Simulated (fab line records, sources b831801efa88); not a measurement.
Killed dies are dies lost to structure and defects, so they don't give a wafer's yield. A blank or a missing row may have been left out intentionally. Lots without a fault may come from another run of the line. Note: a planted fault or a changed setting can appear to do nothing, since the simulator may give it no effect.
Which tool was responsible? -- flow gf180mcu -- Sampling: 6 lots, 18 wafers, 2 of 602 route steps

WHAT EACH GAUGE READ, for each wafer
GF_V1_RS_MEAS_24: a four-point-probe measurement.
lot,measured,on,V1_W_RS (ohm/sq)
L203,day 19 00:20,film metro-02,0.335 0.323 0.335
L209,day 21 15:25,film metro-03,0.334 0.333 0.335
L214,day 23 11:31,film metro-01,0.330 0.326 0.328
L217,day 24 21:30,film metro-03,0.329 0.332 0.330
L219,day 24 23:46,film metro-02,0.327 0.325 0.322
L221,day 25 15:43,film metro-01,0.326 0.327 0.323

EACH LOT AND THE TOOL THAT RAN IT (in order: tool; ch and the chambers of the sampled wafers; start)
lot,GF_V1_CVD_23
L203,"cvd w-01 ch 0,1, day 19 00:13"
L209,"cvd w-02 ch 0,1, day 21 15:17"
L214,"cvd w-02 ch 0,1, day 23 11:24"
L217,"cvd w-01 ch 0,1, day 24 21:23"
L219,"cvd w-01 ch 0,1, day 24 23:38"
L221,"cvd w-02 ch 0,1, day 25 15:36"
- GF_V1_CVD_23: deposits W, target thk 350 nm, time 105.05 s.

THE ANSWER, worked out from the rows above alone
Rule: what is usual is taken from the lots themselves. The widest of any qualifying gaps counts: lots, ordered by their means at a reading, are off when they make up no more than a third of the lots, leave a main group of 4 or more, and stand apart from it by 3 or more times the standard deviation of that group's means. If all means in a main group match to the digits the tables above print for the reading, that group is not used. A lot without any number at a reading at which 4 lots or more have one is off too. Any other lot the step has rows for is counted as sound.
Nothing can be told from this: no lot is off at any reading shown.

WHAT THE SIMULATOR HAD PUT IN
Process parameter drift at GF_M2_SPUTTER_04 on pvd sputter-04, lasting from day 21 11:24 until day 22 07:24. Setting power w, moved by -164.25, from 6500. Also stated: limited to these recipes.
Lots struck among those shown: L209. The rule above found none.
